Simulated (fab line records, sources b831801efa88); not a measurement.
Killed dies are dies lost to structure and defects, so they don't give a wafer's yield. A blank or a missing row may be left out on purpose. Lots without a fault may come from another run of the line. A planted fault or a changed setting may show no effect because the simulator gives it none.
Problem report in the 8D (eight disciplines) form, filled by code | flow sfq_line | the parts of the form that need people (team, actions taken, sign-off) are left out

1. THE PROBLEM
M4_NB_RS at SFQ_M4_RS_MEAS_924 reads a mean of 0.851 ohm/sq on 1 wafer of 1 lot; wafers without a fault read 0.892 ohm/sq with a standard deviation of 0.0097. That is -4.2 standard deviations from the usual mean.
The step: measures by four-point-probe.
First seen on wafer L978.3, day 39 10:31, on film_metro-04. The record holds 39 wafers of 13 lots with a number at this step. Rule for "out", or "out of limits": more than 4 standard deviations from the usual mean. The other wafers with a number count as sound.

2. WHAT IT IS AND WHAT IT IS NOT
question                    | is                | is not
which readings at this step | M4_NB_RS          | -
which lots                  | L978              | L970, L971, L973, L974, L975, L980, L984, L985, L987, L988, L989, L991
which wafers of those lots  | L978.3            | L978.1, L978.4
read on which gauges        | film_metro-04     | film_metro-02, film_metro-03
when                        | from day 39 10:31 | up to then (17 sound wafers); but 21 sound wafers of L980, L984, L985, L987, L988, L989, L991 came after

3. SUSPECTS, AND WHAT RULES EACH OUT
Counting: a tool at a process step up to the reading stays a suspect if it ran every lot that is out. Sound lots after the first of them don't rule it out here, since some wafers of a struck lot are sound.
- the gauge at SFQ_M4_RS_MEAS_924: kept. All the wafers that are out were read on film_metro-04, and no step on other tools shows them out.
- pvd_sputter-06 at SFQ_TRILAYER_M4_DEP_SPUTTER_091 (material Nb, target thk 200 nm, time 133.3 s): kept. It ran the lot that is out, L978 (day 39 10:25); its last sound lot up to then is L975 (day 37 03:59).
Left after counting: pvd_sputter-06 at SFQ_TRILAYER_M4_DEP_SPUTTER_091, film_metro-04 at SFQ_M4_RS_MEAS_924.

4. THE CAUSE (what the simulator had put in)
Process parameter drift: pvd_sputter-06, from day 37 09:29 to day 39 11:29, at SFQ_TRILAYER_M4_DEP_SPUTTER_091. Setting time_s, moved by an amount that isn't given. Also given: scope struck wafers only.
Counting left 2 suspects, and this tool is among them.

5. THE CHAIN OF EFFECTS, in route order
Each row: a reading whose mean over the struck wafers that have a number lies more than 3 standard deviations from the usual. Only readings for which the record gives a usual standard deviation are gone through. hours: the time from each lot's start at the first step in this table that gives one to its start at this step, as a median over the lots. sigmas: the change in usual standard deviations.
hours | step               | reading  | usual        | on struck wafers | change | sigmas
0     | SFQ_M4_RS_MEAS_924 | M4_NB_RS | 0.892 ohm/sq | 0.851            | -0.041 | -4.2
Later measuring or inspecting steps at which every struck wafer that the step has a row for has a number for every such reading, and none has moved that far: SFQ_I4_BOW_MEAS_927, SFQ_JJ_RS_MEAS_929.

6. WHAT WOULD HAVE CAUGHT IT SOONER
In this record the first reading out of limits at a measuring or inspecting step was taken at day 39 10:31, 49 hours after the fault began at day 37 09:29.
Of the tool readings at SFQ_TRILAYER_M4_DEP_SPUTTER_091 for which the record gives a usual standard deviation, none was out on any struck wafer, so an alarm limit of 4 standard deviations on them would not have fired.
All the lots that are out (1) had begun SFQ_TRILAYER_M4_DEP_SPUTTER_091 on pvd_sputter-06 by day 39 10:31. A hold on the tool at that time would have spared none of them.
